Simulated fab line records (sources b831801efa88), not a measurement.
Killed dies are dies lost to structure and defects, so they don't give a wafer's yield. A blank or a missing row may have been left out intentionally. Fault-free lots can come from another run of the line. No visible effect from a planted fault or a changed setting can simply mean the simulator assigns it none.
fab line records -- flow sky130
record: lots: 11, wafers: 33, lastDay: 49
route steps=708 shown VT_ADJUST_HVTP@93 VT_ADJUST_LVTN@118 VT_ADJUST_NCORE@121 VT_ADJUST_HVTR@141 PAD_OPEN@708
lots that met no fault: taken from a fault-free run of the same line
startH: start of the lot's first displayed wafer, in hours after the record's first day -- waitH: time in hours since the lot's previous step -- " same as the row above -- L1.1+2: several wafers, shown together as one row -- - no value, or no start given -- * or withheld: withheld -- < > ~ a bound
route shown NAME@n: NAME is a module with steps in the file, n the number in the route of the first one -- usual: average and standard deviation across the fault-free wafers -- same: alike in all rows -- chamber/n: place in a boat -- sites: each site's reading -- _std_site: their standard deviation -- _edge_site: the outer-site mean with the inner-site mean subtracted -- radiusMm: for every site, how far away it sits from the centre of the wafer -- mask NAME#n: copy n -- behind: the last tool/chamber to shape the wafer -- hold: what put the lot on hold/how long, in hours/how the hold closed -- device: names the non-switching transistor (n, p or np) -- end of line: the same wafers' tests at the end of the route -- a step with no rows: only its recipe -- killed: dies that structure and defects cost at the first sort, which is not the same as the wafer's yield -- map: a wafer's dies, marking killed ones x, the rest . and places with no die _
set.NAME: the run value of the setting; set.NAME@STEP: its run value at that earlier step -- model.NAME: the simulator's own value behind a step, which no gauge read
route steps across a sampled set of lots; one table per step, one row per wafer
services: a tool's chamber out of use, with start hour (startH, from the record's first day; less than 0 if before it), hours out, and reason
== steps ==
step: SKY_VT_ADJUST_HVTP_OVL_MEAS_08
usual: VT_ADJUST_HVTP_OVL: -0.1/1.6
lot.wafer,tool,chamber,startH,waitH,VT_ADJUST_HVTP_OVL[nm]
L412.2,overlay-01,-,128.82,0.1,-3.1
L412.3,overlay-01,-,128.82,0.1,0.3
L412.6,overlay-01,-,128.82,0.1,-1.7
L413.3,overlay-02,-,142.41,0.1,0.4
L413.5,overlay-02,-,142.41,0.1,1.5
L413.6,overlay-02,-,142.41,0.1,2.4
L414.1,overlay-01,-,142.53,0.1,-0.6
L414.2,overlay-01,-,142.53,0.1,0.2
L414.4,overlay-01,-,142.53,0.1,0.7
L418.2,overlay-01,-,167.04,0.1,0.9
L418.5,overlay-01,-,167.04,0.1,-0.2
L418.6,overlay-01,-,167.04,0.1,0.3
L419.2,overlay-02,-,167.82,0.1,1.0
L419.3,overlay-02,-,167.82,0.1,1.6
L419.4,overlay-02,-,167.82,0.1,0.6
L424.2,overlay-02,-,202.79,0.1,-1.4
L424.5,overlay-02,-,202.79,0.1,-1.6
L424.6,overlay-02,-,202.79,0.1,0.8
L427.1,overlay-01,-,217.47,0.1,0.4
L427.2,overlay-01,-,217.47,0.1,-1.5
L427.6,overlay-01,-,217.47,0.1,-1.2
L428.1,overlay-01,-,224.08,0.1,-1.2
L428.2,overlay-01,-,224.08,0.1,-0.4
L428.3,overlay-01,-,224.08,0.1,-2.2
L429.1,overlay-01,-,228.17,0.1,-2.8
L429.2,overlay-01,-,228.17,0.1,-3.4
L429.4,overlay-01,-,228.17,0.1,-2.2
L430.3,overlay-01,-,233.13,0.1,-0.7
L430.5,overlay-01,-,233.13,0.1,0.9
L430.6,overlay-01,-,233.13,0.1,0.1
L431.4,overlay-02,-,243.65,0.1,-2.6
L431.5,overlay-02,-,243.65,0.1,0.6
L431.6,overlay-02,-,243.65,0.1,0.6
step: SKY_VT_ADJUST_LVTN_TW_MEAS_21
usual: VT_ADJUST_LVTN_2_TW: 187.9/1.8
lot.wafer,tool,chamber,startH,waitH,VT_ADJUST_LVTN_2_TW
L412.2,filmMetro-03,-,169.09,0.1,187.4
L412.3,filmMetro-03,-,169.09,0.1,186.9
L412.6,filmMetro-03,-,169.09,0.1,187.0
L413.3,filmMetro-01,-,182.94,0.1,187.8
L413.5,filmMetro-01,-,182.94,0.1,189.2
L413.6,filmMetro-01,-,182.94,0.1,188.5
L414.1,filmMetro-01,-,184.05,0.1,189.4
L414.2,filmMetro-01,-,184.05,0.1,189.3
L414.4,filmMetro-01,-,184.05,0.1,189.2
L418.2,filmMetro-04,-,209.98,0.1,186.8
L418.5,filmMetro-04,-,209.98,0.1,187.7
L418.6,filmMetro-04,-,209.98,0.1,188.4
L419.2,filmMetro-01,-,210.28,0.1,189.1
L419.3,filmMetro-01,-,210.28,0.1,189.4
L419.4,filmMetro-01,-,210.28,0.1,190.0
L424.2,filmMetro-01,-,247.73,0.1,188.3
L424.5,filmMetro-01,-,247.73,0.1,189.4
L424.6,filmMetro-01,-,247.73,0.1,189.3
L427.1,filmMetro-01,-,263.93,0.1,188.5
L427.2,filmMetro-01,-,263.93,0.1,188.6
L427.6,filmMetro-01,-,263.93,0.1,188.1
L428.1,filmMetro-03,-,271.10,0.1,185.1
L428.2,filmMetro-03,-,271.10,0.1,185.5
L428.3,filmMetro-03,-,271.10,0.1,185.1
L429.1,filmMetro-01,-,275.28,0.1,190.0
L429.2,filmMetro-01,-,275.28,0.1,188.3
L429.4,filmMetro-01,-,275.28,0.1,189.2
L430.3,filmMetro-03,-,280.45,0.1,186.1
L430.5,filmMetro-03,-,280.45,0.1,184.6
L430.6,filmMetro-03,-,280.45,0.1,185.4
L431.4,filmMetro-03,-,291.90,0.1,184.8
L431.5,filmMetro-03,-,291.90,0.1,185.6
L431.6,filmMetro-03,-,291.90,0.1,185.3
step: SKY_VT_ADJUST_NCORE_COAT_02
recipe: resist: NOVOLAK, spinRpm: 3000, resistThkNm: 1140
usual: dispensePressureKPa: 53/3.1, spinSpeedRpm: 3000.3/2.2
lot.wafer,tool,chamber,startH,waitH,dispensePressureKPa,spinSpeedRpm
L412.2,lithoTrack-01,0,178.99,0.1,52,2998.9
L412.3,lithoTrack-01,0,178.99,0.1,52,3000.8
L412.6,lithoTrack-01,0,178.99,0.1,52,2998.8
L413.3,lithoTrack-01,0,191.96,0.1,52,2998.9
L413.5,lithoTrack-01,0,191.96,0.1,52,2999.5
L413.6,lithoTrack-01,0,191.96,0.1,52,3001.4
L414.1,lithoTrack-03,0,193.28,0.1,57,2999.7
L414.2,lithoTrack-03,0,193.28,0.1,57,3003.1
L414.4,lithoTrack-03,0,193.28,0.1,57,2998.1
L418.2,lithoTrack-03,0,220.36,0.1,57,3002.1
L418.5,lithoTrack-03,0,220.36,0.1,57,3000.9
L418.6,lithoTrack-03,0,220.36,0.1,57,2999.3
L419.2,lithoTrack-01,0,220.84,0.1,52,3000.1
L419.3,lithoTrack-01,0,220.84,0.1,52,3000.9
L419.4,lithoTrack-01,0,220.84,0.1,52,3002.4
L424.2,lithoTrack-04,0,259.10,0.1,49,2996.4
L424.5,lithoTrack-04,0,259.10,0.1,49,2999.4
L424.6,lithoTrack-04,0,259.10,0.1,49,2999.8
L427.1,lithoTrack-03,0,275.78,0.1,57,2172.1
L427.2,lithoTrack-03,0,275.78,0.1,57,2170.6
L427.6,lithoTrack-03,0,275.78,0.1,57,2170.4
L428.1,lithoTrack-03,0,283.33,0.1,57,2167.0
L428.2,lithoTrack-03,0,283.33,0.1,57,2171.2
L428.3,lithoTrack-03,0,283.33,0.1,57,2171.0
L429.1,lithoTrack-01,0,286.51,0.1,52,3003.5
L429.2,lithoTrack-01,0,286.51,0.1,52,2998.7
L429.4,lithoTrack-01,0,286.51,0.1,52,3002.0
L430.3,lithoTrack-04,0,291.63,0.1,49,3002.0
L430.5,lithoTrack-04,0,291.63,0.1,49,2999.9
L430.6,lithoTrack-04,0,291.63,0.1,49,2997.6
L431.4,lithoTrack-04,0,304.95,0.1,49,2999.9
L431.5,lithoTrack-04,0,304.95,0.1,49,2998.8
L431.6,lithoTrack-04,0,304.95,0.1,49,3000.7
step: SKY_VT_ADJUST_NCORE_CD_MEAS_07
recipe: targetCdNm: 380
usual: cdNm: 379.4/2.9
lot.wafer,tool,chamber,startH,waitH,cdNm
L412.2,cdSem-01,-,189.30,0.1,383.4
L412.3,cdSem-01,-,189.30,0.1,382.8
L412.6,cdSem-01,-,189.30,0.1,385.1
L413.3,cdSem-01,-,202.97,0.1,372.8
L413.5,cdSem-01,-,202.97,0.1,376.1
L413.6,cdSem-01,-,202.97,0.1,373.9
L414.1,cdSem-02,-,204.13,0.1,381.8
L414.2,cdSem-02,-,204.13,0.1,382.7
L414.4,cdSem-02,-,204.13,0.1,379.2
L418.2,cdSem-01,-,232.00,0.1,378.7
L418.5,cdSem-01,-,232.00,0.1,378.6
L418.6,cdSem-01,-,232.00,0.1,379.0
L419.2,cdSem-02,-,232.30,0.1,384.5
L419.3,cdSem-02,-,232.30,0.1,384.7
L419.4,cdSem-02,-,232.30,0.1,382.0
L424.2,cdSem-02,-,271.15,0.1,382.0
L424.5,cdSem-02,-,271.15,0.1,382.0
L424.6,cdSem-02,-,271.15,0.1,379.6
L427.1,cdSem-02,-,287.53,0.1,363.6
L427.2,cdSem-02,-,287.53,0.1,363.9
L427.6,cdSem-02,-,287.53,0.1,364.6
L428.1,cdSem-01,-,295.98,0.1,363.5
L428.2,cdSem-01,-,295.98,0.1,362.1
L428.3,cdSem-01,-,295.98,0.1,363.7
L429.1,cdSem-02,-,299.76,0.1,382.4
L429.2,cdSem-02,-,299.76,0.1,382.0
L429.4,cdSem-02,-,299.76,0.1,383.0
L430.3,cdSem-01,-,305.32,0.1,376.9
L430.5,cdSem-01,-,305.32,0.1,378.2
L430.6,cdSem-01,-,305.32,0.1,379.9
L431.4,cdSem-01,-,317.34,0.1,381.7
L431.5,cdSem-01,-,317.34,0.1,383.2
L431.6,cdSem-01,-,317.34,0.1,380.9
step: SKY_VT_ADJUST_NCORE_STRIP_10
recipe: chemistry: O2/N2, powerW: 1400, pressureMtorr: 1500, platenTempC: withheld, o2FlowSccm: 3000, n2FlowSccm: 300, overashFraction: 0.5
usual: drypumpMotorCurrentA: 5.90/0.22, oesProductAu: 0.715/0.0051, stripTimeToEndpointS: 14.20/0.04
lot.wafer,tool,chamber,startH,waitH,drypumpMotorCurrentA,oesProductAu,rfHoursCounterH,stripTimeToEndpointS
L412.2,plasmaAsher-03,1,189.59,0.1,5.84,0.709,7,14.20
L412.3,plasmaAsher-03,1,189.59,0.1,5.82,0.719,-,14.21
L412.6,plasmaAsher-03,0,189.59,0.1,5.71,0.722,-,14.24
L413.3,plasmaAsher-04,0,203.27,0.1,5.74,0.714,-,14.20
L413.5,plasmaAsher-04,1,203.27,0.1,6.31,0.718,-,14.21
L413.6,plasmaAsher-04,0,203.27,0.1,5.75,0.714,-,14.14
L414.1,plasmaAsher-02,1,204.44,0.1,5.88,0.713,52,14.13
L414.2,plasmaAsher-02,0,204.44,0.1,5.80,0.714,52,14.12
L414.4,plasmaAsher-02,0,204.44,0.1,5.80,0.713,-,14.14
L418.2,plasmaAsher-03,1,232.29,0.1,5.84,0.714,11,14.18
L418.5,plasmaAsher-03,1,232.29,0.1,5.83,0.713,-,14.18
L418.6,plasmaAsher-03,0,232.29,0.1,5.74,0.719,-,14.23
L419.2,plasmaAsher-02,1,232.59,0.1,5.86,0.719,55,14.27
L419.3,plasmaAsher-02,1,232.59,0.1,5.86,0.720,-,14.26
L419.4,plasmaAsher-02,0,232.59,0.1,5.81,0.713,-,14.23
L424.2,plasmaAsher-02,1,271.44,0.1,5.85,0.717,59,14.22
L424.5,plasmaAsher-02,0,271.44,0.1,5.81,0.712,-,14.24
L424.6,plasmaAsher-02,1,271.44,0.1,5.86,0.717,-,14.21
L427.1,plasmaAsher-03,0,287.84,0.1,5.75,0.722,16,16.46
L427.2,plasmaAsher-03,1,287.84,0.1,5.87,0.719,16,16.46
L427.6,plasmaAsher-03,1,287.84,0.1,5.84,0.713,-,16.45
L428.1,plasmaAsher-02,1,296.29,0.1,5.83,0.721,62,16.40
L428.2,plasmaAsher-02,0,296.29,0.1,5.83,0.715,62,16.42
L428.3,plasmaAsher-02,1,296.29,0.1,5.83,0.727,-,16.38
L429.1,plasmaAsher-03,1,300.07,0.1,5.87,0.719,17,14.25
L429.2,plasmaAsher-03,0,300.07,0.1,5.75,0.714,17,14.23
L429.4,plasmaAsher-03,1,300.07,0.1,5.88,0.707,-,14.22
L430.3,plasmaAsher-03,0,305.62,0.1,5.68,0.716,-,14.26
L430.5,plasmaAsher-03,1,305.62,0.1,5.81,0.710,-,14.24
L430.6,plasmaAsher-03,0,305.62,0.1,5.70,0.710,-,14.22
L431.4,plasmaAsher-04,0,317.62,0.1,5.81,0.720,-,14.16
L431.5,plasmaAsher-04,0,317.62,0.1,5.83,0.727,-,14.13
L431.6,plasmaAsher-04,1,317.62,0.1,6.40,0.715,-,14.12
step: SKY_VT_ADJUST_HVTR_STRIP_10
recipe: chemistry: O2/N2, powerW: 1400, pressureMtorr: 1500, platenTempC: withheld, o2FlowSccm: 3000, n2FlowSccm: 300, overashFraction: 0.5
usual: drypumpMotorCurrentA: 5.77/0.29, oesProductAu: 0.716/0.0046, stripTimeToEndpointS: 14.19/0.049
lot.wafer,tool,chamber,startH,waitH,drypumpMotorCurrentA,oesProductAu,rfHoursCounterH,stripTimeToEndpointS
L412.2,plasmaAsher-01,0,210.69,0.1,5.44,0.720,52,14.27
L412.3,plasmaAsher-01,0,210.69,0.1,5.46,0.717,-,14.24
L412.6,plasmaAsher-01,1,210.69,0.1,5.43,0.718,-,14.24
L413.3,plasmaAsher-02,1,224.52,0.2,5.86,0.711,-,14.18
L413.5,plasmaAsher-02,1,224.52,0.2,5.84,0.711,-,14.18
L413.6,plasmaAsher-02,0,224.52,0.2,5.79,0.715,-,14.22
L414.1,plasmaAsher-02,1,226.69,0.1,5.84,0.715,55,14.23
L414.2,plasmaAsher-02,0,226.69,0.1,5.82,0.716,55,14.28
L414.4,plasmaAsher-02,1,226.69,0.1,5.85,0.720,-,14.21
L418.2,plasmaAsher-01,0,255.24,0.1,5.45,0.716,57,14.17
L418.5,plasmaAsher-01,1,255.24,0.1,5.42,0.716,-,14.28
L418.6,plasmaAsher-01,0,255.24,0.1,5.49,0.706,-,14.24
L419.2,plasmaAsher-01,0,255.71,0.1,5.52,0.719,57,14.05
L419.3,plasmaAsher-01,1,255.71,0.1,5.44,0.710,-,14.11
L419.4,plasmaAsher-01,0,255.71,0.1,5.50,0.716,-,14.09
L424.2,plasmaAsher-04,1,296.59,0.1,6.32,0.711,46,14.18
L424.5,plasmaAsher-04,0,296.59,0.1,5.74,0.712,-,14.16
L424.6,plasmaAsher-04,1,296.59,0.1,6.38,0.713,-,14.18
L427.1,plasmaAsher-04,1,312.99,0.1,6.35,0.725,48,14.23
L427.2,plasmaAsher-04,0,312.99,0.1,5.77,0.716,48,14.27
L427.6,plasmaAsher-04,1,312.99,0.1,6.32,0.719,-,14.23
L428.1,plasmaAsher-02,0,322.00,0.1,5.81,0.723,64,14.09
L428.2,plasmaAsher-02,1,322.00,0.1,5.85,0.716,64,14.07
L428.3,plasmaAsher-02,1,322.00,0.1,5.86,0.714,-,14.08
L429.1,plasmaAsher-01,0,326.09,0.1,5.46,0.721,63,14.21
L429.2,plasmaAsher-01,1,326.09,0.1,5.43,0.717,63,14.20
L429.4,plasmaAsher-01,0,326.09,0.1,5.48,0.707,-,14.18
L430.3,plasmaAsher-04,0,331.52,0.1,5.80,0.718,-,14.26
L430.5,plasmaAsher-04,1,331.52,0.1,6.35,0.706,-,14.26
L430.6,plasmaAsher-04,0,331.52,0.1,5.80,0.720,-,14.19
L431.4,plasmaAsher-01,1,344.42,0.1,5.42,0.712,-,14.15
L431.5,plasmaAsher-01,0,344.42,0.1,5.46,0.718,-,14.16
L431.6,plasmaAsher-01,1,344.42,0.1,5.43,0.713,-,14.20
step: SKY_PAD_OPEN_PROBE_99
usual: killed_at_M0_to_M3: 43/6.8, killed_at_M4_up: 3.0/1.6, killedAtContacts: 25/6, killedAtFrontEnd: 15/4.4, killedAtOther: 0.3/0.52, killedDies: 86/9.6, killedOpen: 47/6.7, killedShort: 39/6.8
same: grossDies: 492, killedAtBackSide: 0
lot.wafer,tool,chamber,startH,waitH,killed_at_M0_to_M3,killed_at_M4_up,killedAtContacts,killedAtFrontEnd,killedAtOther,killedDies,killedOpen,killedShort
L427.1,prober-01,-,1165.20,0.1,38,3,21,13,1,76,40,36
L427.2,prober-01,-,1165.25,0.1,58,2,18,19,0,97,53,44
L427.6,prober-01,-,1165.45,0.2,45,4,23,14,1,87,46,40
L428.1,prober-02,-,1170.53,0.1,45,1,29,9,0,84,47,37
L428.2,prober-02,-,1170.58,0.1,33,5,23,12,0,73,35,38
L428.3,prober-02,-,1170.63,0.2,43,5,30,7,0,85,46,39
L429.1,prober-01,-,1174.40,0.1,36,2,15,14,0,67,39,28
L429.2,prober-01,-,1174.45,0.1,39,4,24,16,0,83,45,38
L429.4,prober-01,-,1174.55,0.2,58,2,22,7,0,89,50,39
L431.4,prober-01,-,1185.28,0.2,45,3,18,18,1,85,42,43
L431.5,prober-01,-,1185.33,0.2,33,6,16,18,0,73,42,30
L431.6,prober-01,-,1185.38,0.2,39,2,19,15,1,76,50,26
killed by level:class
L427.1 CONTACT:geometricParticle:open=9 LI_CONTACT:geometricParticle:open=7 METAL2:geometricParticle:short=7 FIELD_ISO:geometricParticle:open=6 VIA1:geometricParticle:open=6 METAL1:geometricParticle:short=5 VIA1:geometricParticle:short=4 VIA3:geometricParticle:short=4
L427.2 VIA1:geometricParticle:open=11 VIA3:geometricParticle:open=10 METAL2:geometricParticle:short=9 LI_CONTACT:geometricParticle:open=8 VIA2:geometricParticle:open=8 POLY_GATE:geometricParticle:open=5 POLY_GATE:geometricParticle:short=5 VIA2:geometricParticle:short=5
L427.6 VIA1:geometricParticle:open=10 CONTACT:geometricParticle:open=8 FIELD_ISO:geometricParticle:open=7 CONTACT:geometricParticle:short=7 VIA2:geometricParticle:open=7 METAL1:geometricParticle:short=6 LI_CONTACT:geometricParticle:open=4 VIA1:geometricParticle:short=4
L428.1 VIA3:geometricParticle:open=11 CONTACT:geometricParticle:open=8 VIA2:geometricParticle:open=8 LI_CONTACT:geometricParticle:open=7 VIA1:geometricParticle:open=7 METAL2:geometricParticle:short=6 LOCAL_INTERCONNECT:geometricParticle:short=5 CONTACT:geometricParticle:short=5
L428.2 CONTACT:geometricParticle:open=8 VIA1:geometricParticle:open=8 CONTACT:geometricParticle:short=6 METAL2:geometricParticle:short=6 VIA2:geometricParticle:open=6 METAL4:geometricParticle:short=5 FIELD_ISO:geometricParticle:short=4 FIELD_ISO:geometricParticle:open=4
L428.3 LI_CONTACT:geometricParticle:open=12 VIA1:geometricParticle:open=10 CONTACT:geometricParticle:open=7 METAL1:geometricParticle:short=7 VIA2:geometricParticle:open=6 CONTACT:geometricParticle:short=5 VIA3:geometricParticle:open=4 METAL4:geometricParticle:short=4
L429.1 VIA1:geometricParticle:open=10 CONTACT:geometricParticle:open=7 METAL1:geometricParticle:short=7 LI_CONTACT:geometricParticle:open=4 METAL2:geometricParticle:short=4 VIA2:geometricParticle:open=4 VIA3:geometricParticle:open=4 FIELD_ISO:geometricParticle:open=3
L429.2 CONTACT:geometricParticle:open=11 VIA1:geometricParticle:open=8 LI_CONTACT:geometricParticle:open=6 FIELD_ISO:geometricParticle:short=5 METAL1:geometricParticle:short=5 METAL3:geometricParticle:short=5 CONTACT:geometricParticle:short=4 VIA1:geometricParticle:short=4
L429.4 CONTACT:geometricParticle:open=13 VIA3:geometricParticle:open=11 VIA1:geometricParticle:open=9 VIA2:geometricParticle:open=9 VIA1:geometricParticle:short=8 METAL1:geometricParticle:short=8 CONTACT:geometricParticle:short=4 METAL2:geometricParticle:short=4
L431.4 VIA1:geometricParticle:open=9 CONTACT:geometricParticle:open=7 METAL2:geometricParticle:short=7 POLY_GATE:geometricParticle:open=5 METAL1:geometricParticle:short=5 VIA2:geometricParticle:open=5 VIA3:geometricParticle:open=4 FIELD_ISO:geometricParticle:short=3
L431.5 VIA1:geometricParticle:open=12 CONTACT:geometricParticle:open=7 LI_CONTACT:geometricParticle:open=6 POLY_GATE:geometricParticle:short=5 POLY_GATE:geometricParticle:open=5 VIA1:geometricParticle:short=5 METAL4:geometricParticle:short=5 SPACER:geometricParticle:open=4
L431.6 VIA2:geometricParticle:open=10 VIA1:geometricParticle:open=10 VIA3:geometricParticle:open=7 POLY_GATE:geometricParticle:open=5 LI_CONTACT:geometricParticle:short=5 CONTACT:geometricParticle:open=5 FIELD_ISO:geometricParticle:open=4 LI_CONTACT:geometricParticle:open=4
== services ==
tool,chamber,startH,hours,kind
plasmaAsher-04,-,157.77,5.4,repair
plasmaAsher-04,-,199.23,2.8,pm
plasmaAsher-04,-,222.98,4.3,repair
plasmaAsher-02,-,256.64,1.3,repair
plasmaAsher-01,-,262.83,2.8,pm
plasmaAsher-03,-,274.08,5.1,repair
plasmaAsher-03,-,276.39,3.1,repair
== key ==
firstSign: step: SKY_VT_ADJUST_NCORE_COAT_02, reading: spinSpeedRpm, direction: down, sigmas: 99+, usual: 3000.3, struck: 2170.4
effect: step: SKY_VT_ADJUST_NCORE_CD_MEAS_07, reading: cdNm, direction: down, sigmas: 5.4, usual: 379.4, struck: 363.6
effect: step: SKY_VT_ADJUST_NCORE_STRIP_10, reading: stripTimeToEndpointS, direction: up, sigmas: 56, usual: *, struck: *
metAt SKY_VT_ADJUST_NCORE_COAT_02
struckLots L427,L428
testerLeftOut L427,L428
notActingAt SKY_VT_ADJUST_HVTP_OVL_MEAS_08,SKY_VT_ADJUST_LVTN_TW_MEAS_21,SKY_VT_ADJUST_HVTR_STRIP_10
onsetBetween 220.36 275.78
fault: kind: processParameterDrift, tool: lithoTrack-03, chamber: -, onsetH: 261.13, steps: SKY_VT_ADJUST_NCORE_COAT_02, channel: spinRpm, offset: -829.71, shape: step, endH: 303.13, actsIn: theseRecipesOnly, stated: 3000
testerLeftOut: of these lots the tester's yield and bins aren't shown, on N5 and GAA mostly nor the transistor test; their killed dies are dies lost to structure and defects alone, not to doping, threshold or leakage, so they don't give the yield
